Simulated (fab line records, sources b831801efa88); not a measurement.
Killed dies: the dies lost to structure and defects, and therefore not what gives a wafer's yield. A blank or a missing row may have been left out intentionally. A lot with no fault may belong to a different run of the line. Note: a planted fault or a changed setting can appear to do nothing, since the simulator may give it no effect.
fab line records	flow sky130
record lots=11	wafers=33	last-day=50
route steps=708 shown METAL2@500 VIA2@510 VIA4@639 PAD_OPEN@708
lots untouched by any fault: they come from a run of this same line in which no faults occurred
start-h: hours from the record's first day to the start of the lot's first wafer shown	wait-h: hours from the lot's prior step to this one	" repeats the value in the row above	L1.1+2: a single row standing in for several wafers	- no value present, or no start provided	* or withheld: withheld	< > ~ a bound
route shown NAME@n: names a module that has steps shown in the file, with the first one's number in the route	usual: the fault-free wafers' mean and standard deviation	same: alike in all rows	chamber/n: place in a boat	sites: readings site by site	_std_site: the values' standard deviation	_edge_site: mean of outer sites minus mean of inner sites	radius-mm: how far each site lies from the wafer's centre	mask NAME#n: copy n	behind: the most recent tool/chamber to have shaped the wafer	hold: why the lot was held/for how many hours/how that ended	device: whichever transistor did not switch (one of n, p or np)	end of line: tests run on the same wafers once the route is complete	a step without rows: its recipe alone	killed: not the wafer's yield, but the dies lost to structure and defects at the first sort	map: shows each die of a wafer: x if killed, . if not, _ if none is there
set.NAME: the setting that was run; set.NAME@STEP: the one run at that earlier step	model.NAME: the simulator's own value behind a step, which no gauge read
route steps across a sampled set of lots; one table per step, one row per wafer
services: a tool's chamber out of use, with start hour (start-h, from the record's first day; less than 0 if before it), hours out, and reason
## steps
# step SKY_METAL2_DESCUM_17
# recipe chemistry=O2	source-power-w=150	bias-power-w=0	pressure-mtorr=10	temp-c=40	time-s=8
# usual drypump-motor-current-A=5.7/0.51	oes-product-au=1.001/0.0076
# same bias-power-w=0
lot.wafer	tool	chamber	start-h	wait-h	drypump-motor-current-A	oes-product-au	rf-hours-counter-h
L560.1	rie-metal-02	0	826.87	0.0	5.3	1.007	9
L560.4	"	0	"	"	5.3	1.012	-
L560.6	"	0	"	"	5.3	1.005	-
L561.2	rie-metal-03	1	842.55	0.0	5.1	1.005	18
L561.5	"	0	"	"	6.2	1.006	-
L561.6	"	1	"	"	5.1	0.995	-
L563.1	rie-metal-01	1	854.07	0.0	5.5	0.993	7
L563.5	"	0	"	"	5.7	1.000	-
L563.6	"	1	"	"	5.5	0.996	-
L564.3	rie-metal-02	1	864.43	0.0	6.5	1.000	-
L564.4	"	0	"	"	5.3	1.009	-
L564.5	"	1	"	"	6.5	0.997	-
L566.1	rie-metal-02	0	879.47	0.0	5.3	0.999	11
L566.2	"	1	"	"	6.5	0.987	9
L566.5	"	0	"	"	5.3	1.000	-
L567.2	rie-metal-02	0	883.65	0.0	5.4	1.008	11
L567.5	"	1	"	"	6.4	1.004	-
L567.6	"	0	"	"	5.3	1.017	-
L568.1	rie-metal-02	1	895.05	0.0	6.5	1.000	9
L568.2	"	0	"	"	5.3	1.009	11
L568.3	"	0	"	"	5.3	1.017	-
L573.2	rie-metal-02	0	933.60	0.0	5.3	1.006	13
L573.4	"	1	"	"	6.5	1.009	-
L573.6	"	1	"	"	6.5	0.995	-
L575.4	rie-metal-02	0	944.81	0.0	5.3	1.000	-
L575.5	"	0	"	"	5.3	1.005	-
L575.6	"	1	"	"	6.4	0.998	-
L576.2	rie-metal-02	1	958.95	0.0	6.4	0.998	12
L576.4	"	0	"	"	5.3	1.006	-
L576.5	"	1	"	"	6.4	0.977	-
L580.2	rie-metal-03	0	983.02	0.0	6.2	0.995	21
L580.3	"	1	"	"	5.1	1.005	-
L580.5	"	1	"	"	5.1	1.004	-
# step SKY_METAL2_ETCH_18
# recipe chemistry=N2/H2	target=BARC	ion-energy-ev=200	bias-w=100	pressure-mtorr=30	n2-flow-sccm=100	h2-flow-sccm=200	icp-w=500	stop-on=SiO2	time-s=45.9	target-depth-a=600
# usual drypump-motor-current-A=5.7/0.51	n2-flow-sccm=99.97/0.29	oes-product-au=0.855/0.0045	throttle-valve-pct=13.224/0.0096
lot.wafer	tool	chamber	start-h	wait-h	drypump-motor-current-A	n2-flow-sccm	oes-product-au	rf-hours-counter-h	throttle-valve-pct
L560.1	rie-metal-02	0	826.90	0.0	5.3	99.54	0.854	9	13.211
L560.4	"	0	"	"	5.3	100.02	0.864	-	13.231
L560.6	"	0	"	"	5.3	100.10	0.854	-	13.231
L561.2	rie-metal-03	1	842.58	0.0	5.1	100.24	0.859	18	13.234
L561.5	"	0	"	"	6.2	100.40	0.852	-	13.223
L561.6	"	1	"	"	5.1	100.51	0.854	-	13.222
L563.1	rie-metal-01	1	854.10	0.0	5.5	99.71	0.854	7	13.222
L563.5	"	0	"	"	5.6	100.12	0.853	-	13.223
L563.6	"	1	"	"	5.5	99.71	0.854	-	13.200
L564.3	rie-metal-02	1	864.47	0.0	6.5	99.69	0.850	-	13.223
L564.4	"	0	"	"	5.3	100.01	0.853	-	13.221
L564.5	"	1	"	"	6.5	100.30	0.852	-	13.223
L566.1	rie-metal-02	0	879.50	0.0	5.4	99.92	0.863	11	13.232
L566.2	"	1	"	"	6.5	99.66	0.859	9	13.234
L566.5	"	0	"	"	5.3	99.86	0.858	-	13.222
L567.2	rie-metal-02	0	883.68	0.0	5.3	99.74	0.859	11	13.224
L567.5	"	1	"	"	6.5	99.57	0.855	-	13.214
L567.6	"	0	"	"	5.4	99.67	0.861	-	13.207
L568.1	rie-metal-02	1	895.09	0.0	6.4	99.83	0.859	9	13.203
L568.2	"	0	"	"	5.3	100.02	0.859	11	13.221
L568.3	"	0	"	"	5.4	99.71	0.854	-	13.223
L573.2	rie-metal-02	0	933.64	0.0	5.3	100.36	0.850	13	13.216
L573.4	"	1	"	"	6.5	99.97	0.847	-	13.236
L573.6	"	1	"	"	6.5	99.77	0.847	-	13.212
L575.4	rie-metal-02	0	944.85	0.0	5.4	100.30	0.846	-	13.228
L575.5	"	0	"	"	5.3	100.19	0.860	-	13.234
L575.6	"	1	"	"	6.5	99.40	0.857	-	13.224
L576.2	rie-metal-02	1	958.99	0.0	6.4	100.44	0.852	12	13.228
L576.4	"	0	"	"	5.3	99.51	0.863	-	13.234
L576.5	"	1	"	"	6.4	100.25	0.854	-	13.229
L580.2	rie-metal-03	0	983.05	0.0	6.2	99.84	0.858	21	13.222
L580.3	"	1	"	"	5.1	100.24	0.856	-	13.229
L580.5	"	1	"	"	5.1	99.99	0.850	-	13.217
# step SKY_VIA2_BOW_MEAS_03
# recipe mode=bow
# usual VIA2_BOW=85/7.3
lot.wafer	tool	chamber	start-h	wait-h	VIA2_BOW[um]
L560.1	film-metro-01	-	828.20	0.2	94
L560.4	"	-	"	"	72
L560.6	"	-	"	"	84
L561.2	film-metro-03	-	843.90	0.2	85
L561.5	"	-	"	"	86
L561.6	"	-	"	"	85
L563.1	film-metro-02	-	855.33	0.2	90
L563.5	"	-	"	"	90
L563.6	"	-	"	"	102
L564.3	film-metro-01	-	865.72	0.1	95
L564.4	"	-	"	"	77
L564.5	"	-	"	"	73
L566.1	film-metro-03	-	880.77	0.1	89
L566.2	"	-	"	"	90
L566.5	"	-	"	"	93
L567.2	film-metro-03	-	885.03	0.4	85
L567.5	"	-	"	"	83
L567.6	"	-	"	"	83
L568.1	film-metro-01	-	896.32	0.2	79
L568.2	"	-	"	"	81
L568.3	"	-	"	"	71
L573.2	film-metro-02	-	934.93	0.3	89
L573.4	"	-	"	"	96
L573.6	"	-	"	"	96
L575.4	film-metro-03	-	946.12	0.2	93
L575.5	"	-	"	"	95
L575.6	"	-	"	"	100
L576.2	film-metro-03	-	960.24	0.3	89
L576.4	"	-	"	"	77
L576.5	"	-	"	"	91
L580.2	film-metro-03	-	984.31	0.2	97
L580.3	"	-	"	"	99
L580.5	"	-	"	"	90
# step SKY_VIA4_HDPCVD_00
# recipe material=SiO2	target-thk-nm=1750	sigma-open-frac=0.3	time-s=291.7	temp-c=400	sih4-flow-sccm=60	pressure-mtorr=6
# usual sih4-flow-sccm=60.00/0.17	susceptor-temp-C=400.01/0.21
lot.wafer	tool	chamber	start-h	wait-h	sih4-flow-sccm	susceptor-temp-C
L560.1	hdpcvd-02	2	985.47	0.0	60.12	400.13
L560.4	"	1	"	"	59.78	400.25
L560.6	"	0	"	"	59.72	400.01
L561.2	hdpcvd-01	2	998.86	0.0	59.95	399.60
L561.5	"	1	"	"	59.88	400.27
L561.6	"	0	"	"	60.02	399.71
L563.1	hdpcvd-02	0	1010.21	0.0	59.73	399.83
L563.5	"	1	"	"	60.28	400.03
L563.6	"	0	"	"	59.76	399.81
L564.3	hdpcvd-01	2	1019.26	0.0	59.91	399.87
L564.4	"	1	"	"	60.05	400.20
L564.5	"	2	"	"	60.10	400.04
L566.1	hdpcvd-02	2	1032.50	0.0	60.17	400.19
L566.2	"	1	"	"	59.96	400.21
L566.5	"	1	"	"	59.81	400.19
L567.2	hdpcvd-01	0	1037.32	0.0	59.97	400.44
L567.5	"	1	"	"	60.01	400.20
L567.6	"	2	"	"	60.31	400.17
L568.1	hdpcvd-02	1	1046.20	0.0	60.01	399.98
L568.2	"	2	"	"	59.90	400.09
L568.3	"	0	"	"	59.83	400.20
L573.2	hdpcvd-01	1	1081.07	0.0	60.15	399.60
L573.4	"	2	"	"	59.86	399.86
L573.6	"	1	"	"	59.95	400.09
L575.4	hdpcvd-02	0	1089.17	0.1	90.00	399.99
L575.5	"	1	"	"	89.83	400.00
L575.6	"	2	"	"	90.51	399.86
L576.2	hdpcvd-02	1	1101.07	0.0	90.21	399.72
L576.4	"	2	"	"	90.12	400.14
L576.5	"	1	"	"	90.12	399.64
L580.2	hdpcvd-01	0	1121.58	0.0	59.90	399.89
L580.3	"	1	"	"	60.11	400.55
L580.5	"	1	"	"	59.94	400.08
# step SKY_VIA4_THK_MEAS_01
# recipe reads=SiO2_of_VIA4_HDPCVD_00
# usual VIA4_HDPCVD_THK=1744/17
lot.wafer	tool	chamber	start-h	wait-h	VIA4_HDPCVD_THK[nm]
L560.1	film-metro-01	-	985.65	0.1	1726
L560.4	"	-	"	"	1703
L560.6	"	-	"	"	1734
L561.2	film-metro-02	-	999.05	0.1	1757
L561.5	"	-	"	"	1760
L561.6	"	-	"	"	1745
L563.1	film-metro-02	-	1010.39	0.1	1735
L563.5	"	-	"	"	1743
L563.6	"	-	"	"	1752
L564.3	film-metro-03	-	1019.46	0.1	1731
L564.4	"	-	"	"	1741
L564.5	"	-	"	"	1729
L566.1	film-metro-01	-	1032.68	0.1	1745
L566.2	"	-	"	"	1744
L566.5	"	-	"	"	1741
L567.2	film-metro-01	-	1037.51	0.1	1723
L567.5	"	-	"	"	1742
L567.6	"	-	"	"	1728
L568.1	film-metro-03	-	1046.38	0.1	1725
L568.2	"	-	"	"	1735
L568.3	"	-	"	"	1752
L573.2	film-metro-01	-	1081.26	0.1	1743
L573.4	"	-	"	"	1726
L573.6	"	-	"	"	1739
L575.4	film-metro-01	-	1089.29	0.0	2640
L575.5	"	-	"	"	2641
L575.6	"	-	"	"	2641
L576.2	film-metro-01	-	1101.26	0.1	2610
L576.4	"	-	"	"	2605
L576.5	"	-	"	"	2622
L580.2	film-metro-02	-	1121.77	0.1	1738
L580.3	"	-	"	"	1750
L580.5	"	-	"	"	1713
# step SKY_PAD_OPEN_PROBE_99
# usual defect-limited-yield=82.2/1.9	killed_at_M0_to_M3=45/7.3	killed_at_M4_up=3.1/1.7	killed-at-contacts=25/5.1	killed-at-front-end=15/4.5	killed-at-other=0.3/0.56	killed-dies=88/9.4	killed-open=47/6.6	killed-short=40/6.9	sort_bin_3_pad_short=0.9/0.46	sort_bin_5_function=10.5/1.5	sort_bin_6_memory=6.4/1.1	sort-n-pass=404/9.4	sort-yield-pct=82.2/1.9
# same gross-dies=492	killed-at-back-side=0	sort_bin_4_leakage[%]=0	sort_bin_8_speed[%]=0
lot.wafer	tool	chamber	start-h	wait-h	defect-limited-yield[%]	killed_at_M0_to_M3	killed_at_M4_up	killed-at-contacts	killed-at-front-end	killed-at-other	killed-dies	killed-open	killed-short	sort_bin_3_pad_short[%]	sort_bin_5_function[%]	sort_bin_6_memory[%]	sort-n-pass	sort-yield-pct[%]
L560.1	prober-02	-	1080.25	0.1	80.7	52	5	28	9	1	95	50	44	1.2	12.6	5.5	397	80.7
L560.4	prober-02	-	1080.40	0.2	81.9	55	1	19	13	1	89	44	45	0.6	11.2	6.3	403	81.9
L560.6	prober-02	-	1080.50	0.2	85.2	39	1	22	11	0	73	43	28	1.4	8.7	4.7	419	85.2
L561.2	prober-01	-	1092.26	0.1	81.3	60	2	16	14	0	92	50	42	0.8	10.4	7.5	400	81.3
L561.5	prober-01	-	1092.41	0.2	82.5	37	4	25	20	0	86	45	38	0.6	10.4	6.5	406	82.5
L561.6	prober-01	-	1092.46	0.2	79.1	49	6	27	21	0	103	56	45	0.4	14.4	6.1	389	79.1
L563.1	prober-01	-	1101.46	0.1	83.1	47	3	23	10	0	83	49	34	1.6	10.6	4.7	409	83.1
L563.5	prober-01	-	1101.66	0.2	82.3	54	1	21	11	0	87	53	33	0.6	9.3	7.7	405	82.3
L563.6	prober-01	-	1101.71	0.2	83.7	43	2	24	11	0	80	39	39	1.2	9.8	5.3	412	83.7
L564.3	prober-02	-	1109.81	0.2	81.5	45	5	28	13	0	91	52	39	0.6	11.8	6.1	401	81.5
L564.4	prober-02	-	1109.86	0.2	83.7	43	6	25	6	0	80	46	34	0.4	9.1	6.7	412	83.7
L564.5	prober-02	-	1109.91	0.2	78.9	61	7	20	16	0	104	50	54	1.2	10.2	9.8	388	78.9
L566.1	prober-01	-	1120.87	0.1	79.1	53	4	26	20	0	103	55	48	1.4	12.2	7.3	389	79.1
L566.2	prober-01	-	1120.92	0.1	82.1	46	1	32	9	0	88	58	29	0.2	12.0	5.7	404	82.1
L566.5	prober-01	-	1121.07	0.2	82.3	36	5	33	13	0	87	50	37	0.8	10.2	6.7	405	82.3
L567.2	prober-02	-	1124.76	0.1	82.5	35	3	25	23	0	86	40	46	1.4	9.3	6.7	406	82.5
L567.5	prober-02	-	1124.91	0.2	82.3	47	4	25	10	1	87	49	37	1.4	10.4	5.9	405	82.3
L567.6	prober-02	-	1124.96	0.2	79.7	50	0	38	11	1	100	60	39	0.8	11.6	7.9	392	79.7
L568.1	prober-01	-	1132.55	0.1	83.1	35	5	27	16	0	83	41	42	1.0	10.2	5.7	409	83.1
L568.2	prober-01	-	1132.60	0.1	80.1	49	2	30	17	0	98	48	50	1.6	10.4	7.9	394	80.1
L568.3	prober-01	-	1132.65	0.2	80.7	54	3	24	14	0	95	50	45	0.6	10.6	8.1	397	80.7
L573.2	prober-02	-	1163.66	0.1	85.0	35	3	21	15	0	74	40	34	1.4	7.5	6.1	418	85.0
L573.4	prober-02	-	1163.76	0.2	82.5	46	3	19	18	0	86	41	45	0.6	10.6	6.3	406	82.5
L573.6	prober-02	-	1163.86	0.2	80.5	53	2	32	9	0	96	43	53	1.0	12.4	6.1	396	80.5
L575.4	prober-02	-	1168.97	0.2	84.6	41	3	13	19	0	76	44	32	1.2	8.9	5.3	416	84.6
L575.5	prober-02	-	1169.02	0.2	79.9	49	3	22	25	0	99	49	50	1.6	11.0	7.5	393	79.9
L575.6	prober-02	-	1169.07	0.2	84.1	29	5	24	20	0	78	42	36	0.4	10.2	5.3	414	84.1
L576.2	prober-01	-	1179.97	0.1	81.5	39	3	32	17	0	91	48	43	0.6	11.2	6.7	401	81.5
L576.4	prober-01	-	1180.07	0.2	83.7	32	4	30	13	1	80	46	34	0.4	8.1	7.7	412	83.7
L576.5	prober-01	-	1180.12	0.2	77.8	54	8	26	21	0	109	53	56	1.2	12.8	8.1	383	77.8
L580.2	prober-01	-	1196.71	0.1	79.9	51	3	21	23	1	99	46	51	1.4	11.4	7.3	393	79.9
L580.3	prober-01	-	1196.76	0.2	82.9	37	2	21	23	1	84	45	38	0	12.0	5.1	408	82.9
L580.5	prober-01	-	1196.86	0.2	81.5	55	4	18	14	0	91	51	40	0.4	11.6	6.5	401	81.5
# killed by level:class
L560.1 VIA1:geometric-particle:open=9 LI_CONTACT:geometric-particle:open=8 CONTACT:geometric-particle:open=8 METAL2:geometric-particle:short=8 VIA3:geometric-particle:open=6 VIA1:geometric-particle:short=5 VIA2:geometric-particle:open=5 LOCAL_INTERCONNECT:geometric-particle:open=4
L560.4 VIA1:geometric-particle:open=16 METAL2:geometric-particle:short=7 VIA1:geometric-particle:short=6 VIA3:geometric-particle:open=6 CONTACT:geometric-particle:open=6 FIELD_ISO:geometric-particle:short=5 LOCAL_INTERCONNECT:geometric-particle:short=5 VIA2:geometric-particle:open=5
L560.6 VIA1:geometric-particle:open=15 CONTACT:geometric-particle:open=8 LOCAL_INTERCONNECT:geometric-particle:short=5 LI_CONTACT:geometric-particle:open=4 METAL2:geometric-particle:short=4 VIA2:geometric-particle:open=4 LI_CONTACT:geometric-particle:short=3 VIA1:geometric-particle:short=3
L561.2 VIA1:geometric-particle:open=10 VIA3:geometric-particle:open=10 METAL1:geometric-particle:short=9 METAL2:geometric-particle:short=7 CONTACT:geometric-particle:open=7 VIA2:geometric-particle:open=7 LI_CONTACT:geometric-particle:open=6 VIA3:geometric-particle:short=5
L561.5 VIA1:geometric-particle:open=10 CONTACT:geometric-particle:open=9 POLY_GATE:geometric-particle:short=8 FIELD_ISO:geometric-particle:open=7 LI_CONTACT:geometric-particle:open=6 VIA1:geometric-particle:short=5 METAL3:geometric-particle:short=5 LOCAL_INTERCONNECT:geometric-particle:short=4
L561.6 VIA1:geometric-particle:open=16 CONTACT:geometric-particle:open=10 VIA3:geometric-particle:open=9 VIA2:geometric-particle:open=8 LOCAL_INTERCONNECT:geometric-particle:short=7 POLY_GATE:geometric-particle:short=6 METAL1:geometric-particle:short=5 METAL4:geometric-particle:short=5
L563.1 CONTACT:geometric-particle:open=12 METAL1:geometric-particle:short=9 VIA2:geometric-particle:open=7 VIA1:geometric-particle:open=7 LI_CONTACT:geometric-particle:open=6 VIA3:geometric-particle:open=5 VIA1:geometric-particle:short=4 METAL3:geometric-particle:short=4
L563.5 VIA1:geometric-particle:open=13 VIA2:geometric-particle:open=9 CONTACT:geometric-particle:open=7 CONTACT:geometric-particle:short=6 METAL2:geometric-particle:short=6 VIA3:geometric-particle:open=6 FIELD_ISO:geometric-particle:open=4 LI_CONTACT:geometric-particle:open=4
L563.6 CONTACT:geometric-particle:open=8 VIA2:geometric-particle:open=7 LI_CONTACT:geometric-particle:open=6 CONTACT:geometric-particle:short=5 METAL1:geometric-particle:short=5 VIA2:geometric-particle:short=5 VIA1:geometric-particle:open=4 METAL2:geometric-particle:open=4
L564.3 LI_CONTACT:geometric-particle:open=11 VIA1:geometric-particle:open=9 CONTACT:geometric-particle:open=9 VIA3:geometric-particle:open=8 METAL1:geometric-particle:short=6 VIA2:geometric-particle:open=6 VIA2:geometric-particle:short=5 POLY_GATE:geometric-particle:short=4
L564.4 VIA1:geometric-particle:open=9 CONTACT:geometric-particle:open=8 LI_CONTACT:geometric-particle:open=6 VIA3:geometric-particle:open=6 METAL2:geometric-particle:short=6 VIA2:geometric-particle:open=6 LOCAL_INTERCONNECT:geometric-particle:short=4 CONTACT:geometric-particle:short=4
L564.5 METAL2:geometric-particle:short=14 VIA1:geometric-particle:open=11 METAL1:geometric-particle:short=9 VIA3:geometric-particle:open=9 METAL4:geometric-particle:short=6 LI_CONTACT:geometric-particle:open=6 CONTACT:geometric-particle:open=6 VIA1:geometric-particle:short=5
L566.1 VIA1:geometric-particle:open=14 CONTACT:geometric-particle:open=14 FIELD_ISO:geometric-particle:open=7 VIA1:geometric-particle:short=6 METAL3:geometric-particle:short=5 CONTACT:geometric-particle:short=5 METAL2:geometric-particle:short=5 METAL1:geometric-particle:short=5
L566.2 CONTACT:geometric-particle:open=14 VIA1:geometric-particle:open=13 VIA3:geometric-particle:open=10 LI_CONTACT:geometric-particle:open=8 VIA2:geometric-particle:open=6 VIA2:geometric-particle:short=5 FIELD_ISO:geometric-particle:short=4 METAL2:geometric-particle:short=4
L566.5 CONTACT:geometric-particle:open=13 VIA1:geometric-particle:open=8 VIA3:geometric-particle:open=6 POLY_GATE:geometric-particle:open=6 LI_CONTACT:geometric-particle:open=6 LOCAL_INTERCONNECT:geometric-particle:short=6 METAL2:geometric-particle:short=6 CONTACT:geometric-particle:short=4
L567.2 FIELD_ISO:geometric-particle:open=8 CONTACT:geometric-particle:short=7 VIA3:geometric-particle:open=7 FIELD_ISO:geometric-particle:short=5 POLY_GATE:geometric-particle:short=5 LI_CONTACT:geometric-particle:open=5 LOCAL_INTERCONNECT:geometric-particle:short=5 METAL1:geometric-particle:short=5
L567.5 CONTACT:geometric-particle:open=12 VIA1:geometric-particle:open=10 VIA1:geometric-particle:short=8 LI_CONTACT:geometric-particle:open=7 VIA3:geometric-particle:open=6 VIA2:geometric-particle:open=5 METAL3:geometric-particle:short=4 VIA3:geometric-particle:short=4
L567.6 CONTACT:geometric-particle:open=19 VIA1:geometric-particle:open=14 METAL2:geometric-particle:short=7 VIA2:geometric-particle:open=7 LI_CONTACT:geometric-particle:open=5 CONTACT:geometric-particle:short=5 METAL1:geometric-particle:short=5 POLY_GATE:geometric-particle:open=4
L568.1 CONTACT:geometric-particle:open=9 METAL1:geometric-particle:short=7 LI_CONTACT:geometric-particle:short=6 CONTACT:geometric-particle:short=5 POLY_GATE:geometric-particle:open=4 POLY_GATE:geometric-particle:short=4 SPACER:geometric-particle:open=4 VIA2:geometric-particle:open=4
L568.2 VIA1:geometric-particle:open=10 CONTACT:geometric-particle:short=9 CONTACT:geometric-particle:open=7 LI_CONTACT:geometric-particle:open=6 METAL1:geometric-particle:short=6 VIA3:geometric-particle:open=6 POLY_GATE:geometric-particle:short=5 VIA1:geometric-particle:short=5
L568.3 VIA1:geometric-particle:open=16 CONTACT:geometric-particle:open=8 METAL1:geometric-particle:short=7 LOCAL_INTERCONNECT:geometric-particle:short=6 VIA1:geometric-particle:short=6 VIA2:geometric-particle:open=6 LI_CONTACT:geometric-particle:open=5 METAL2:geometric-particle:short=5
L573.2 LI_CONTACT:geometric-particle:open=8 VIA1:geometric-particle:open=7 VIA2:geometric-particle:open=7 CONTACT:geometric-particle:short=6 POLY_GATE:geometric-particle:open=5 POLY_GATE:geometric-particle:short=4 CONTACT:geometric-particle:open=4 METAL2:geometric-particle:short=4
L573.4 METAL1:geometric-particle:short=9 VIA1:geometric-particle:open=8 METAL2:geometric-particle:short=8 LI_CONTACT:geometric-particle:open=6 VIA1:geometric-particle:short=6 FIELD_ISO:geometric-particle:open=5 CONTACT:geometric-particle:open=5 POLY_GATE:geometric-particle:open=4
L573.6 METAL1:geometric-particle:short=16 CONTACT:geometric-particle:open=10 VIA1:geometric-particle:open=10 LI_CONTACT:geometric-particle:open=8 CONTACT:geometric-particle:short=5 METAL3:geometric-particle:short=5 LI_CONTACT:geometric-particle:short=5 METAL2:geometric-particle:short=5
L575.4 VIA1:geometric-particle:open=14 VIA3:geometric-particle:open=7 CONTACT:geometric-particle:open=6 FIELD_ISO:geometric-particle:short=5 FIELD_ISO:geometric-particle:open=5 METAL2:geometric-particle:short=5 METAL1:geometric-particle:short=3 LI_CONTACT:geometric-particle:open=3
L575.5 FIELD_ISO:geometric-particle:open=9 VIA1:geometric-particle:open=9 CONTACT:geometric-particle:open=7 VIA1:geometric-particle:short=7 FIELD_ISO:geometric-particle:short=6 VIA2:geometric-particle:open=6 LI_CONTACT:geometric-particle:open=5 METAL1:geometric-particle:short=5
L575.6 CONTACT:geometric-particle:open=8 FIELD_ISO:geometric-particle:short=6 LI_CONTACT:geometric-particle:open=6 VIA1:geometric-particle:open=6 FIELD_ISO:geometric-particle:open=5 METAL2:geometric-particle:short=5 VIA2:geometric-particle:short=5 POLY_GATE:geometric-particle:open=4
L576.2 CONTACT:geometric-particle:open=12 VIA1:geometric-particle:open=9 CONTACT:geometric-particle:short=8 LI_CONTACT:geometric-particle:open=7 METAL1:geometric-particle:short=6 VIA1:geometric-particle:short=5 POLY_CUT:geometric-particle:short=4 VIA3:geometric-particle:open=4
L576.4 CONTACT:geometric-particle:open=10 LI_CONTACT:geometric-particle:open=9 VIA1:geometric-particle:open=8 VIA2:geometric-particle:open=6 POLY_GATE:geometric-particle:short=4 POLY_GATE:geometric-particle:open=4 LOCAL_INTERCONNECT:geometric-particle:short=4 VIA1:geometric-particle:short=4
L576.5 VIA1:geometric-particle:open=11 LI_CONTACT:geometric-particle:open=9 CONTACT:geometric-particle:short=8 METAL2:geometric-particle:short=7 CONTACT:geometric-particle:open=6 SPACER:geometric-particle:short=5 METAL4:geometric-particle:short=5 METAL1:geometric-particle:short=5
L580.2 VIA1:geometric-particle:open=11 VIA2:geometric-particle:open=8 METAL2:geometric-particle:short=8 METAL1:geometric-particle:short=7 CONTACT:geometric-particle:open=6 SPACER:geometric-particle:short=6 VIA1:geometric-particle:short=6 FIELD_ISO:geometric-particle:open=5
L580.3 POLY_GATE:geometric-particle:open=8 LI_CONTACT:geometric-particle:open=8 VIA1:geometric-particle:open=7 VIA2:geometric-particle:open=7 CONTACT:geometric-particle:open=6 POLY_GATE:geometric-particle:short=5 METAL2:geometric-particle:short=5 VIA3:geometric-particle:short=5
L580.5 VIA1:geometric-particle:open=10 VIA3:geometric-particle:open=10 METAL2:geometric-particle:short=7 CONTACT:geometric-particle:open=6 LI_CONTACT:geometric-particle:open=6 VIA2:geometric-particle:open=6 VIA2:geometric-particle:short=5 FIELD_ISO:geometric-particle:short=4
## services
tool	chamber	start-h	hours	kind
rie-metal-03	1	849.82	-	clean
rie-metal-03	1	849.82	14.2	scheduled-down
rie-metal-03	1	849.82	14.2	vent-cycle
rie-metal-02	-	861.35	2.8	pm
rie-metal-02	-	865.02	0.2	repair
rie-metal-03	-	878.92	0.6	repair
rie-metal-03	1	923.81	2.9	repair
rie-metal-03	-	930.27	2.8	pm
hdpcvd-01	-	934.85	0.6	repair
rie-metal-01	-	946.37	10.0	pm
hdpcvd-02	-	950.25	15.0	pm
hdpcvd-02	0	950.25	15.0	vent-cycle
hdpcvd-02	1	950.25	15.0	vent-cycle
hdpcvd-02	2	950.25	15.0	vent-cycle
hdpcvd-01	-	953.34	0.9	repair
hdpcvd-02	0	965.25	-	clean
hdpcvd-02	1	965.25	-	clean
hdpcvd-02	2	965.25	-	clean
rie-metal-01	-	970.27	15.6	pm
hdpcvd-01	0	984.52	13.6	repair
hdpcvd-02	-	1033.57	0.6	repair
rie-metal-01	0	1054.41	21.0	repair
hdpcvd-02	-	1064.70	2.8	pm
rie-metal-01	-	1092.36	2.8	pm
## key
first-sign step=SKY_VIA4_HDPCVD_00	reading=sih4-flow-sccm	direction=up	sigmas=99+	usual=60.00	struck=90.13
effect step=SKY_VIA4_THK_MEAS_01	reading=VIA4_HDPCVD_THK	direction=up	sigmas=53	usual=1744	struck=2626
met-at SKY_VIA4_HDPCVD_00
struck-lots L575,L576
not-acting-at SKY_METAL2_DESCUM_17,SKY_METAL2_ETCH_18,SKY_VIA2_BOW_MEAS_03
onset-between 1046.20 1089.17
fault kind=process-parameter-drift	tool=hdpcvd-02	chamber=-	onset-h=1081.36	steps=SKY_VIA4_HDPCVD_00	channel=sih4-flow-sccm	offset=30	shape=step	end-h=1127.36	acts-in=these-recipes-only	stated=60
